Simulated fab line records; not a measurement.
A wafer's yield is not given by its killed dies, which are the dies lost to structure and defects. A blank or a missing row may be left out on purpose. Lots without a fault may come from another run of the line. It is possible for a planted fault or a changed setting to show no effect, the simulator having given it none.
Struck lot and sound lot, side by side ; flow gf180mcu ; 43 out of 602 route steps
Sound: the wafers L810.1, L810.2, L810.6. Struck: wafer L809.1. (L809.2, L809.4 of the same lot were not struck and are left out.) The cause comes at the end.
Per side, at each step with rows, come the tool, then ch with its chambers, and then its first start. Under that, the readings that differ: sound wafers ; struck wafers ; difference of the means ; sigmas: that difference in standard deviations of wafers without a fault.
alike: same words and numbers on both sides, and readings whose means sit less than 2 such deviations apart. not compared: any withheld reading, any reading some wafer has no value for, any bound like >300 that may hide the same value, and any number with overlapping values for which the record gives no deviation.
Wherever a step has rows on one side only, a row that says differs or no value, or a row with sigmas, the two part there. Numbers that have no deviation but don't overlap get no sigmas and don't part them. A reading missing from all wafers of one side parts the sides only when that side holds two or more wafers.

first, 3 steps without rows for these wafers: GF_V1_STRIP_19 (strips in post etch residue remover, time 1200 s); GF_V1_CLEAN_20 (cleans in DIW); GF_V1_SPUTTER_21 (material Ti, target thk 15 nm, time 80.02 s).
GF_V1_SPUTTER_22: material TiN, target thk 10 nm, time 40 s.
  sound: pvd_sputter-03 at day 20 03:03; struck: pvd_sputter-01 at day 20 03:58
  alike: throttle_valve_pct
then, 1 step without rows for these wafers: GF_V1_CVD_23 (deposits W, target thk 350 nm, time 105.05 s).
GF_V1_RS_MEAS_24: uses a four-point probe to measure.
  sound: film_metro-03 at day 20 03:12; struck: film_metro-02 at day 20 04:09
  alike: V1_W_RS
GF_V1_THK_MEAS_25: measures by xrf.
  sound: film_metro-03 at day 20 03:19; struck: film_metro-02 at day 20 04:16
  alike: V1_W_THK
GF_V1_CMP_26: polishes, stops on SiO2, t overpolish 15 s, target thk 0 nm.
  sound on cmp-01 ch 2,3, day 20 03:23; struck on cmp-02 ch 3, day 20 04:27
reading;sound;struck;difference;sigmas
motor_current_A (A);10.7 9.2 9.1;11.8;+2.1;+2
  alike: overpolish_run_s, platen_rpm, time_to_endpoint_s
GF_M2_SPUTTER_00: material Ti, target thk 37.5 nm, time 150 s.
  sound: pvd_sputter-04 at day 20 03:41; struck: pvd_sputter-04 at day 20 04:45
  alike: throttle_valve_pct
then, 3 steps without rows for these wafers: GF_M2_SPUTTER_01 (material TiN, target thk 30 nm, time 25 s); GF_M2_SPUTTER_02 (material AlCu, target thk 450 nm, time 23.9 s); GF_M2_SPUTTER_03 (material Ti, target thk 10 nm, time 6.7 s).
GF_M2_SPUTTER_04: material TiN, target thk 50 nm, time 41.7 s.
  sound: pvd_sputter-04 at day 20 03:52; struck: pvd_sputter-04 at day 20 04:56
reading;sound;struck;difference;sigmas
model.TiN_of_M2_SPUTTER_04.thk_nm (nm);49.88 49.82 50;57.27;+7.37;
  alike: throttle_valve_pct
GF_M2_RS_MEAS_05: uses a four-point probe to measure.
  sound: film_metro-04 at day 20 03:54; struck: film_metro-03 at day 20 04:59
  alike: M2_ALCU_RS
GF_M2_THK_MEAS_06: measures by xrf.
  sound: film_metro-04 at day 20 04:01; struck: film_metro-03 at day 20 05:07
  alike: M2_ALCU_THK
then, 7 steps without rows for these wafers: GF_M2_DEHYDRATE_07 (time 60 s); GF_M2_HMDS_08 (prime time 60 s); GF_M2_COAT_09 (resist thk 1000 nm); GF_M2_SOFTBAKE_10 (time 60 s); GF_M2_EXPOSE_11 (exposes mask Metal2, target cd 280 nm); GF_M2_PEB_12 (peb time 90 s); GF_M2_DEVELOP_13 (develop time 60 s).
GF_M2_CD_MEAS_14 targets a cd of 280 nm.
  sound: cd_sem-01 at day 21 04:33; struck: cd_sem-02 at day 21 05:33
  alike: cd_nm
GF_M2_OVL_MEAS_15:
  sound: overlay-02 at day 21 04:40; struck: overlay-01 at day 21 05:40
  alike: M2_OVL
then, 1 step without rows for these wafers: GF_M2_METAL_ETCH_16 (etches the open film in Cl2/BCl3, stops on SiO2, target depth 627.5 nm, time 99.59 s).
GF_M2_STRIP_17: strips in O2/N2.
  sound on plasma_asher-04 ch 0,1, day 21 04:49; struck on plasma_asher-03 ch 1, day 21 05:49
  alike: drypump_motor_current_A, heater_power_w, oes_product_au, strip_time_to_endpoint_s
  not compared: rf_hours_counter_h
then, 3 steps without rows for these wafers: GF_M2_STRIP_18 (strips in post etch residue remover, time 1200 s); GF_M2_CLEAN_19 (cleans in DIW); GF_V2_CVD_00 (deposits SiO2, target thk 600 nm, time 100 s).
GF_V2_THK_MEAS_01:
  sound: film_metro-04 at day 21 05:28; struck: film_metro-02 at day 21 06:26
  alike: V2_CVD_00_THK
GF_V2_CVD_02: deposits SiO2 from TEOS, target thk 850 nm, time 94.851 s.
  sound on pecvd-01 ch 1,2, day 21 05:31; struck on pecvd-04 ch 1, day 21 06:29
  alike: heater_power_w
  not compared: since_wet_clean_h
GF_V2_THK_MEAS_03:
  sound: film_metro-04 at day 21 05:37; struck: film_metro-02 at day 21 06:34
  alike: V2_CVD_02_THK
then, 1 step without rows for these wafers: GF_V2_CMP_04 (polishes SiO2).
GF_V2_BOW_MEAS_05:
  sound: film_metro-02 at day 21 05:59; struck: film_metro-02 at day 21 06:55
  alike: V2_BOW
then, 8 steps without rows for these wafers: GF_V2_DEHYDRATE_06 (time 60 s); GF_V2_HMDS_07 (prime time 60 s); GF_V2_COAT_08; GF_V2_COAT_09 (resist thk 1000 nm); GF_V2_SOFTBAKE_10 (time 60 s); GF_V2_EXPOSE_11 (exposes mask Via2, target cd 260 nm); GF_V2_PEB_12 (peb time 90 s); GF_V2_DEVELOP_13 (develop time 60 s).
GF_V2_STRIP_19: strips in post etch residue remover, time 1200 s.
  sound on wet_bench-02 ch 0, day 22 05:47; struck on wet_bench-01 ch 0, day 22 07:24
reading;sound;struck;difference;sigmas
model.TiN_of_M2_SPUTTER_04.thk_nm (nm);49.05 48.98 49.16;56.44;+7.38;

WHERE THEY PART
Within this record, at GF_V1_CMP_26 only. Later steps at which nothing parts them and some readings are alike: GF_M2_SPUTTER_00, GF_M2_SPUTTER_04, GF_M2_RS_MEAS_05, GF_M2_THK_MEAS_06, GF_M2_CD_MEAS_14, GF_M2_OVL_MEAS_15, GF_M2_STRIP_17, GF_V2_THK_MEAS_01, GF_V2_CVD_02, GF_V2_THK_MEAS_03, GF_V2_BOW_MEAS_05.

WHY: what had been put in by the simulator
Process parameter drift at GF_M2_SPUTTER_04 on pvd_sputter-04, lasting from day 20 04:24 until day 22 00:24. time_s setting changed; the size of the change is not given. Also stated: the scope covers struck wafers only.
